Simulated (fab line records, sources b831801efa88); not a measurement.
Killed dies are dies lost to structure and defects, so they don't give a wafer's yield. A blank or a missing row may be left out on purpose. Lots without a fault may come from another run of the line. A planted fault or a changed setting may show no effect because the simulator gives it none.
A struck lot beside a sound one | flow sfq_line | 28 steps out of a route of 325
Sound: wafers L927.1, L927.3, L927.4. Struck: wafers L928.1, L928.3, L928.5. The cause comes at the end.
At each step with rows: each side's tool, then ch and its chambers, then its first start. Under that, the readings that differ: sound wafers | struck wafers | difference of the means | sigmas: that difference in standard deviations of wafers without a fault.
alike: readings whose means differ by less than 2 such deviations, and words and numbers that are the same on both sides. not compared: withheld readings, readings that some wafer has no value for, bounds like >300 that may hide the same value, and numbers for which the record gives no deviation and whose values overlap.
The two part at a step that has a row with sigmas, a row that says differs or no value, or rows on one side only. Numbers that don't overlap but have no deviation are shown without sigmas and don't part them. A reading that every wafer of one side lacks parts them only if that side has two wafers or more.

first, 6 steps without rows for these wafers: SFQ_TRILAYER_M0_LITHO_COAT_026 (resist thk 62 nm); SFQ_TRILAYER_M0_LITHO_COAT_021 (resist thk 600 nm); SFQ_TRILAYER_M0_LITHO_SOFTBAKE_025; SFQ_TRILAYER_M0_LITHO_EXPOSE_022 (exposes mask M0, target cd 500 nm); SFQ_TRILAYER_M0_LITHO_PEB_024 (peb time 60 s); SFQ_TRILAYER_M0_LITHO_DEVELOP_023 (time 60 s).
SFQ_M0_OVL_MEAS_906:
  sound on overlay-02, day 10 22:12; struck on overlay-02, day 11 06:09
  alike: M0_OVL
SFQ_TRILAYER_M0_BARC_OPEN_METAL_ETCH_031: etches BARC in O2, target depth 125 nm, time 41.7 s.
  sound on rie_metal-04 ch 0, day 10 22:14; struck on rie_metal-04 ch 0, day 11 06:11
  alike: drypump_motor_current_A, oes_product_au
  not compared: rf_hours_counter_h
SFQ_TRILAYER_M0_ETCH_METAL_ETCH_024: etches Nb in Cl2/Ar, stops on SiO2, target depth 240 nm, time 120 s.
  sound on rie_metal-04 ch 0, day 10 22:22; struck on rie_metal-04 ch 0, day 11 06:19
  alike: drypump_motor_current_A, oes_product_au
  not compared: rf_hours_counter_h
SFQ_TRILAYER_M0_STRIP_STRIP_025: strips in O2.
  sound on rie_metal-04 ch 0, day 10 22:37; struck on rie_metal-04 ch 0, day 11 06:34
  alike: drypump_motor_current_A, oes_product_au
  not compared: rf_hours_counter_h
then, 1 step without rows for these wafers: SFQ_TRILAYER_M0_STRIP_SOLV_CLEAN_026 (cleans in NMP, time 600 s).
SFQ_TRILAYER_I0_DEP_PECVD_027: deposits SiO2 from SiH4/N2O, time 111.11 s, target thk 500 nm.
  sound on pecvd-04 ch 0,1,2, day 10 23:59; struck on pecvd-01 ch 0,2, day 11 07:56
  alike: heater_power_w, throttle_valve_pct
SFQ_TRILAYER_I0_CMP_CMP_028: polishes SiO2.
  sound on cmp-02 ch 0,1,2, day 11 02:39; struck on cmp-01 ch 0,1, day 11 15:08
  reading                                             | sound           | struck            | difference | sigmas
  model.SiO2_of_TRILAYER_I0_DEP_PECVD_027.thk_nm (nm) | 200.7 198 199.7 | 213.2 212.4 213.9 | +13.7      |
  alike: motor_current_A, platen_rpm, retaining_ring_pressure_frac, time_to_endpoint_s
SFQ_I0_BOW_MEAS_907:
  sound on film_metro-02, day 11 05:39; struck on film_metro-02, day 11 18:57
  reading     | sound     | struck | difference                    | sigmas
  I0_BOW (um) | -4 -10 -1 | - - -  | no value on the struck wafers |
SFQ_TRILAYER_I0_METRO_MEASURE_029:
  sound on film_metro-02, day 11 05:46; struck on film_metro-01, day 11 22:19
  reading     | sound             | struck            | difference | sigmas
  thk_nm (nm) | 200.6 198.0 199.8 | 213.1 212.4 213.9 | +13.7      | +10
then, 6 steps without rows for these wafers: SFQ_TRILAYER_I0_VIA_LITHO_COAT_036 (resist thk 62 nm); SFQ_TRILAYER_I0_VIA_LITHO_COAT_031 (resist thk 650 nm); SFQ_TRILAYER_I0_VIA_LITHO_SOFTBAKE_035; SFQ_TRILAYER_I0_VIA_LITHO_EXPOSE_032 (exposes mask I0, target cd 500 nm); SFQ_TRILAYER_I0_VIA_LITHO_PEB_034 (peb time 60 s); SFQ_TRILAYER_I0_VIA_LITHO_DEVELOP_033 (time 60 s).
-- the record jumps here: 3 days lie between the struck wafers' starts before and after --
SFQ_I0_OVL_MEAS_908:
  sound on overlay-02, day 14 01:13; struck on overlay-02, day 14 13:13
  alike: I0_OVL
then, 1 step without rows for these wafers: SFQ_TRILAYER_I0_VIA_BARC_OPEN_VIA_ETCH_046 (etches BARC in O2, target depth 125 nm, time 41.7 s).
SFQ_TRILAYER_I0_VIA_ETCH_VIA_ETCH_034: etches SiO2 in CHF3, stops on Nb, target depth 260 nm.
  sound on rie_diel-01 ch 1,2, day 14 01:17; struck on rie_diel-01 ch 0,1, day 14 13:17
  reading                        | sound             | struck            | difference | sigmas
  oes_product_au (a.u.)          | 0.854 0.849 0.853 | 0.878 0.878 0.892 | +0.031     | +6
  model.etch.depth_nm (nm)       | 200.7 198 199.7   | 213.2 212.4 213.9 | +13.7      |
  model.I0.feature_depth_nm (nm) | 200.7 198 199.7   | 213.2 212.4 213.9 | +13.7      |
  alike: drypump_motor_current_A
SFQ_TRILAYER_I0_VIA_STRIP_STRIP_035: strips in O2.
  sound on rie_metal-02 ch 0,1, day 14 01:23; struck on rie_metal-01 ch 0,1, day 14 13:23
  alike: drypump_motor_current_A, oes_product_au
  not compared: rf_hours_counter_h
then, 1 step without rows for these wafers: SFQ_TRILAYER_I0_VIA_STRIP_SOLV_CLEAN_036 (cleans in NMP, time 600 s).
SFQ_TRILAYER_M1_DEP_PRE_CLEAN_038: time 22.5 s.
  sound on pvd_sputter-06, day 14 02:20; struck on pvd_sputter-06, day 14 14:20
  reading                                             | sound             | struck            | difference | sigmas
  model.SiO2_of_TRILAYER_I0_DEP_PECVD_027.thk_nm (nm) | 193.2 190.5 192.2 | 205.7 204.9 206.4 | +13.7      |
then, 1 step without rows for these wafers: SFQ_TRILAYER_M1_DEP_SPUTTER_037 (material Nb, target thk 200 nm, time 133.3 s).

WHERE THEY PART
First at SFQ_I0_BOW_MEAS_907; last, within this record, at SFQ_TRILAYER_I0_VIA_ETCH_VIA_ETCH_034. Later steps at which nothing parts them and some readings are alike: SFQ_TRILAYER_I0_VIA_STRIP_STRIP_035.

WHY: what the simulator had put in
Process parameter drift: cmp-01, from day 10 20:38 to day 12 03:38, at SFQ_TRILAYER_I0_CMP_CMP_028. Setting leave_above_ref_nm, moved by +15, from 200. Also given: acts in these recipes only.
